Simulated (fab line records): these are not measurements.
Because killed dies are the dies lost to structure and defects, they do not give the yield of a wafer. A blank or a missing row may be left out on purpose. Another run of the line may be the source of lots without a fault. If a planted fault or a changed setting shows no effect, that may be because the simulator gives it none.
fab line records ; flow sky130
[record] lots = 14; wafers = 42; lastDay = 50
route steps=708 shown GATE_OXIDE@197 POLY_GATE@227 POLY_CUT@319
lots that met no fault: from a run of the same line without faults
startH: the number of hours between the record's first day and the start of the first shown wafer of the lot ; waitH: hours elapsed since this lot's preceding step ; " unchanged from the row above ; L1.1+2: a row that stands for several wafers ; - no value, or no start was given ; * or withheld: withheld ; < > ~ a bound
route shown NAME@n: names a module that has steps shown in the file, with the first one's number in the route ; usual: average and standard deviation across the fault-free wafers ; same: alike in all rows ; chamber/n: place in a boat ; sites: per-site readings ; _std_site: their standard deviation ; _edge_site: the outer-site mean with the inner-site mean subtracted ; radiusMm: for every site, how far away it sits from the centre of the wafer ; mask NAME#n: copy n ; behind: tool/chamber where the wafer was last shaped ; hold: why the lot was held/for how many hours/how that ended ; device: the transistor (n, p or np) that didn't switch ; end of line: tests run on the same wafers once the route is complete ; a step with no rows: only its recipe ; killed: count of dies lost to structure and defects at first sort (not the wafer's yield) ; map: shows each die of a wafer: x if killed, . if not, _ if none is there
set.NAME: the setting the step ran with; set.NAME@STEP: the setting that earlier step ran with ; model.NAME: the simulator's own value behind a step, which no gauge read
one table for each step of the route and one row for each wafer, over a sample of lots
services: the hour from which a tool's chamber was out of use, counted from the record's first day as startH (under 0 if before that day), plus the number of hours and why
[[steps]]
[step SKY_GATE_OXIDE_OVL_MEAS_10]
[usual] GATE_OXIDE_OVL = -0.2/0.91
lot.wafer;tool;chamber;startH;waitH;GATE_OXIDE_OVL[nm]
L605.2;overlay-02;-;311.31;0.1;-0.6
L605.4;overlay-02;-;311.31;0.1;0.2
L605.5;overlay-02;-;311.31;0.1;0.1
L607.2;overlay-01;-;320.61;0.1;-0.3
L607.4;overlay-01;-;320.61;0.1;-1.2
L607.5;overlay-01;-;320.61;0.1;-0.6
L611.1;overlay-02;-;354.38;0.1;0.4
L611.2;overlay-02;-;354.38;0.1;0.1
L611.5;overlay-02;-;354.38;0.1;-0.1
L613.1;overlay-02;-;377.88;0.1;-0.8
L613.4;overlay-02;-;377.88;0.1;-0.2
L613.6;overlay-02;-;377.88;0.1;-0.3
L614.4;overlay-01;-;392.00;0.1;-0.2
L614.5;overlay-01;-;392.00;0.1;-0.9
L614.6;overlay-01;-;392.00;0.1;0.1
L615.2;overlay-01;-;411.59;0.1;-0.4
L615.5;overlay-01;-;411.59;0.1;0.1
L615.6;overlay-01;-;411.59;0.1;-0.7
L619.1;overlay-01;-;431.78;0.1;1.3
L619.5;overlay-01;-;431.78;0.1;1.6
L619.6;overlay-01;-;431.78;0.1;2.5
L620.1;overlay-02;-;450.43;0.1;-0.2
L620.2;overlay-02;-;450.43;0.1;-1.6
L620.6;overlay-02;-;450.43;0.1;-1.0
L622.1;overlay-01;-;463.43;0.1;-1.6
L622.3;overlay-01;-;463.43;0.1;-1.4
L622.4;overlay-01;-;463.43;0.1;0.6
L621.1;overlay-02;-;463.73;0.1;-0.4
L621.4;overlay-02;-;463.73;0.1;0.7
L621.6;overlay-02;-;463.73;0.1;0.5
L625.1;overlay-01;-;478.78;0.1;0.6
L625.5;overlay-01;-;478.78;0.1;0.1
L625.6;overlay-01;-;478.78;0.1;-0.8
L623.3;overlay-02;-;479.14;0.1;0.6
L623.4;overlay-02;-;479.14;0.1;0.1
L623.5;overlay-02;-;479.14;0.1;0.7
L624.1;overlay-02;-;479.43;0.1;-0.2
L624.3;overlay-02;-;479.43;0.1;-0.1
L624.5;overlay-02;-;479.43;0.1;1.7
L627.2;overlay-02;-;501.23;0.1;-0.7
L627.3;overlay-02;-;501.23;0.1;-1.1
L627.4;overlay-02;-;501.23;0.1;-1.6
[step SKY_POLY_GATE_CD_MEAS_13]
[recipe] targetCdNm = 150
[usual] cdNm = 150.2/1.4
lot.wafer;tool;chamber;startH;waitH;cdNm
L605.2;cdSem-01;-;372.46;-;152.0
L605.4;cdSem-01;-;372.46;-;152.0
L605.5;cdSem-01;-;372.46;-;149.6
L607.2;cdSem-01;-;383.20;-;150.3
L607.4;cdSem-01;-;383.20;-;151.3
L607.5;cdSem-01;-;383.20;-;150.2
L611.1;cdSem-02;-;415.29;-;148.4
L611.2;cdSem-02;-;415.29;-;147.7
L611.5;cdSem-02;-;415.29;-;148.7
L613.1;cdSem-02;-;452.08;-;150.6
L613.4;cdSem-02;-;452.08;-;152.4
L613.6;cdSem-02;-;452.08;-;151.8
L614.4;cdSem-02;-;461.59;-;150.0
L614.5;cdSem-02;-;461.59;-;148.5
L614.6;cdSem-02;-;461.59;-;150.3
L615.2;cdSem-01;-;480.40;-;148.6
L615.5;cdSem-01;-;480.40;-;151.5
L615.6;cdSem-01;-;480.40;-;150.0
L619.1;cdSem-02;-;503.19;-;150.7
L619.5;cdSem-02;-;503.19;-;151.0
L619.6;cdSem-02;-;503.19;-;149.1
L620.1;cdSem-01;-;516.43;-;152.3
L620.2;cdSem-01;-;516.43;-;150.6
L620.6;cdSem-01;-;516.43;-;151.4
L622.1;cdSem-01;-;533.33;-;148.6
L622.3;cdSem-01;-;533.33;-;148.6
L622.4;cdSem-01;-;533.33;-;149.4
L621.1;cdSem-02;-;533.83;-;150.5
L621.4;cdSem-02;-;533.83;-;149.6
L621.6;cdSem-02;-;533.83;-;148.8
L624.1;cdSem-01;-;545.43;-;149.2
L624.3;cdSem-01;-;545.43;-;150.4
L624.5;cdSem-01;-;545.43;-;148.5
L623.3;cdSem-01;-;545.98;-;149.5
L623.4;cdSem-01;-;545.98;-;148.9
L623.5;cdSem-01;-;545.98;-;148.7
L625.1;cdSem-01;-;546.48;-;151.4
L625.5;cdSem-01;-;546.48;-;152.0
L625.6;cdSem-01;-;546.48;-;152.7
L627.2;cdSem-01;-;567.10;-;153.3
L627.3;cdSem-01;-;567.10;-;152.7
L627.4;cdSem-01;-;567.10;-;152.5
[step SKY_POLY_GATE_OXIDATION_20]
[recipe] tempC = 850; ambient = O2; stabiliseS = 600; purgeS = 300; targetThkA = 40; oxTimeS = 899
[usual] oxTempC = 849.9/0.4; oxTempCMax = 854.3/0.9; spikeTcLowerC = 851.1/0.95
lot.wafer;tool;chamber;startH;waitH;oxTempC;oxTempCMax;spikeTcLowerC
L605.2;furnace-02;0;378.61;5.6;849.5;854.4;850.8
L605.4;furnace-02;0;378.61;5.6;850.4;854.5;851.5
L605.5;furnace-02;0;378.61;5.6;850.3;854.3;850.7
L607.2;furnace-02;0;389.74;6.0;849.8;855.5;851.7
L607.4;furnace-02;0;389.74;6.0;849.6;854.1;852.0
L607.5;furnace-02;0;389.74;6.0;850.5;854.1;853.3
L611.1;furnace-01;0;424.25;8.4;849.4;853.4;853.7
L611.2;furnace-01;0;424.25;8.4;849.8;854.0;851.8
L611.5;furnace-01;0;424.25;8.4;849.2;852.2;851.3
L613.1;furnace-01;0;454.85;2.2;849.5;853.9;851.6
L613.4;furnace-01;0;454.85;2.2;849.0;853.3;851.3
L613.6;furnace-01;0;454.85;2.2;849.5;853.2;851.4
L614.4;furnace-01;-;467.17;5.1;-;-;-
L614.5;furnace-01;-;467.17;5.1;-;-;-
L614.6;furnace-01;-;467.17;5.1;-;-;-
L615.2;furnace-01;-;483.95;3.0;-;-;-
L615.5;furnace-01;-;483.95;3.0;-;-;-
L615.6;furnace-01;-;483.95;3.0;-;-;-
L619.1;furnace-01;0;504.80;1.1;849.6;854.4;850.7
L619.5;furnace-01;0;504.80;1.1;850.3;854.8;850.6
L619.6;furnace-01;0;504.80;1.1;849.8;854.0;850.5
L620.1;furnace-01;0;516.98;0.0;850.4;854.4;852.3
L620.2;furnace-01;0;516.98;0.0;849.9;854.1;852.3
L620.6;furnace-01;0;516.98;0.0;849.6;854.6;851.8
L622.1;furnace-02;0;533.87;0.0;849.8;854.5;849.9
L622.3;furnace-02;0;533.87;0.0;850.3;855.7;851.0
L622.4;furnace-02;0;533.87;0.0;850.9;858.2;849.9
L621.1;furnace-02;0;535.12;0.7;849.7;855.1;850.7
L621.4;furnace-02;0;535.12;0.7;850.1;854.2;851.3
L621.6;furnace-02;0;535.12;0.7;849.1;853.4;852.0
L623.3;furnace-01;0;547.27;0.8;849.9;853.7;851.5
L623.4;furnace-01;0;547.27;0.8;850.0;855.4;850.6
L623.5;furnace-01;0;547.27;0.8;850.2;853.5;852.0
L624.1;furnace-01;0;547.27;1.3;850.0;854.1;851.0
L624.3;furnace-01;0;547.27;1.3;849.5;854.0;850.9
L624.5;furnace-01;0;547.27;1.3;850.3;854.6;851.1
L625.1;furnace-01;0;547.27;0.3;850.2;853.8;850.9
L625.5;furnace-01;0;547.27;0.3;849.8;854.1;851.3
L625.6;furnace-01;0;547.27;0.3;850.2;855.2;850.3
L627.2;furnace-01;0;567.63;0.0;849.8;854.1;848.9
L627.3;furnace-01;0;567.63;0.0;850.9;856.8;850.0
L627.4;furnace-01;0;567.63;0.0;850.5;854.9;850.0
[step SKY_POLY_CUT_STRIP_12]
[recipe] chemistry = O2/N2; powerW = 1400; pressureMtorr = 1500; platenTempC = withheld; o2FlowSccm = 3000; n2FlowSccm = 300; overashFraction = 0.5
[usual] drypumpMotorCurrentA = 5.6/0.48; n2FlowSccm = 300.0/0.8; oesProductAu = 0.453/0.005; stripTimeToEndpointS = 5.362/0.017
lot.wafer;tool;chamber;startH;waitH;drypumpMotorCurrentA;n2FlowSccm;oesProductAu;rfHoursCounterH;stripTimeToEndpointS
L605.2;plasmaAsher-04;0;559.67;0.0;5.9;299.8;0.450;76;5.356
L605.4;plasmaAsher-04;0;559.67;0.0;5.9;301.1;0.453;-;5.360
L605.5;plasmaAsher-04;0;559.67;0.0;5.9;300.1;0.446;-;5.354
L607.2;plasmaAsher-02;1;571.96;0.0;5.4;300.8;0.457;12;5.342
L607.4;plasmaAsher-02;0;571.96;0.0;6.3;300.5;0.455;-;5.338
L607.5;plasmaAsher-02;1;571.96;0.0;5.4;300.6;0.450;-;5.311
L611.1;plasmaAsher-02;0;608.81;0.0;6.3;299.1;0.452;16;5.377
L611.2;plasmaAsher-02;1;608.81;0.0;5.4;299.5;0.447;16;5.370
L611.5;plasmaAsher-02;1;608.81;0.0;5.4;301.4;0.452;-;5.376
L613.1;plasmaAsher-04;1;638.95;0.0;5.0;299.9;0.457;83;5.379
L613.4;plasmaAsher-04;0;638.95;0.0;5.9;300.9;0.454;-;5.378
L613.6;plasmaAsher-04;1;638.95;0.0;4.9;301.2;0.461;-;5.367
L614.4;plasmaAsher-04;0;649.15;0.1;5.9;299.5;0.448;-;5.318
L614.5;plasmaAsher-04;0;649.15;0.1;5.9;299.4;0.453;-;5.364
L614.6;plasmaAsher-04;1;649.15;0.1;5.0;300.5;0.457;-;5.341
L615.2;plasmaAsher-04;1;664.70;0.0;5.0;299.9;0.445;86;5.353
L615.5;plasmaAsher-04;0;664.70;0.0;5.9;300.2;0.456;-;5.325
L615.6;plasmaAsher-04;1;664.70;0.0;5.0;300.3;0.448;-;5.356
L619.1;plasmaAsher-03;0;687.70;0.0;5.9;300.7;0.450;57;5.346
L619.5;plasmaAsher-03;0;687.70;0.0;5.9;300.2;0.460;-;5.342
L619.6;plasmaAsher-03;1;687.70;0.0;5.7;299.4;0.450;-;5.362
L620.1;plasmaAsher-03;0;696.92;0.0;5.9;299.3;0.458;58;5.370
L620.2;plasmaAsher-03;1;696.92;0.0;5.7;299.2;0.461;58;5.353
L620.6;plasmaAsher-03;1;696.92;0.0;5.6;300.5;0.447;-;5.360
L622.1;plasmaAsher-02;0;714.25;0.0;6.3;299.4;0.448;26;5.367
L622.3;plasmaAsher-02;1;714.25;0.0;5.4;300.5;0.448;-;5.359
L622.4;plasmaAsher-02;0;714.25;0.0;6.3;298.4;0.449;-;5.377
L621.1;plasmaAsher-04;0;715.07;0.0;5.9;300.1;0.450;91;5.348
L621.4;plasmaAsher-04;0;715.07;0.0;5.9;301.1;0.450;-;5.379
L621.6;plasmaAsher-04;0;715.07;0.0;5.9;300.8;0.451;-;5.381
L624.1;plasmaAsher-04;1;722.92;0.0;5.0;299.9;0.459;93;5.364
L624.3;plasmaAsher-04;1;722.92;0.0;5.0;300.2;0.459;-;5.377
L624.5;plasmaAsher-04;1;722.92;0.0;5.0;301.6;0.445;-;5.354
L623.3;plasmaAsher-04;1;725.50;0.1;4.9;299.8;0.447;-;5.331
L623.4;plasmaAsher-04;0;725.50;0.1;5.9;300.3;0.453;-;5.339
L623.5;plasmaAsher-04;0;725.50;0.1;5.8;299.6;0.447;-;5.347
L625.1;plasmaAsher-04;1;726.05;0.0;5.0;300.8;0.462;93;5.385
L625.5;plasmaAsher-04;0;726.05;0.0;5.9;299.4;0.456;-;5.371
L625.6;plasmaAsher-04;1;726.05;0.0;5.0;301.2;0.452;-;5.381
L627.2;plasmaAsher-02;0;746.50;0.0;6.3;298.5;0.452;30;5.336
L627.3;plasmaAsher-02;1;746.50;0.0;5.4;300.2;0.465;-;5.350
L627.4;plasmaAsher-02;0;746.50;0.0;6.3;299.6;0.449;-;5.386
[[services]]
tool;chamber;startH;hours;kind
furnace-01;-;358.25;3.6;pm
furnace-01;-;361.86;58.1;pm
furnace-02;-;420.41;17.9;pm
plasmaAsher-02;-;421.25;9.0;pm
plasmaAsher-02;0;421.25;9.0;ventCycle
plasmaAsher-02;1;421.25;9.0;ventCycle
plasmaAsher-02;0;430.25;-;clean
plasmaAsher-02;1;430.25;-;clean
furnace-02;-;438.30;2.9;pm
plasmaAsher-02;-;502.00;13.2;repair
furnace-01;-;506.05;4.1;pm
furnace-01;-;526.06;3.0;pm
furnace-02;-;553.31;12.7;pm
furnace-02;-;566.04;3.0;pm
furnace-02;-;582.93;2.8;pm
plasmaAsher-03;-;639.03;2.8;pm
furnace-02;-;675.57;4.8;pm
plasmaAsher-03;-;691.11;0.6;repair
furnace-01;-;694.06;4.2;pm
plasmaAsher-02;-;704.44;0.4;repair
plasmaAsher-03;-;714.25;14.6;pm
plasmaAsher-03;-;730.17;1.0;repair
[[key]]
[firstSign] step = SKY_POLY_GATE_OXIDATION_20; reading = toolRecord; direction = missing
effect none on later readings
metAt SKY_POLY_GATE_OXIDATION_20
struckLots L614,L615
laterRowsLeftOut L614.4,L614.5,L614.6,L615.2,L615.5,L615.6
sortLeftOut L614.4,L614.5,L614.6,L615.2,L615.5,L615.6
testerLeftOut L614,L615
notActingAt SKY_GATE_OXIDE_OVL_MEAS_10,SKY_POLY_GATE_CD_MEAS_13,SKY_POLY_CUT_STRIP_12
onsetBetween 454.85 467.17
[fault] kind = skippedStepWhole; tool = furnace-01; chamber = -; onsetH = 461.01; steps = SKY_POLY_GATE_OXIDATION_20; scope = struckLotsOnly
// testerLeftOut: of these lots the tester's yield and bins aren't shown, on N5 and GAA mostly nor the transistor test; their killed dies are dies lost to structure and defects alone, not to doping, threshold or leakage, so they don't give the yield
// sortLeftOut: the simulated sort isn't trusted on such a fault, so these wafers' sort isn't shown, and their yield isn't known
// laterRowsLeftOut: the simulator's readings of these wafers behind a module that went badly wrong aren't trusted and aren't shown, but for the sort
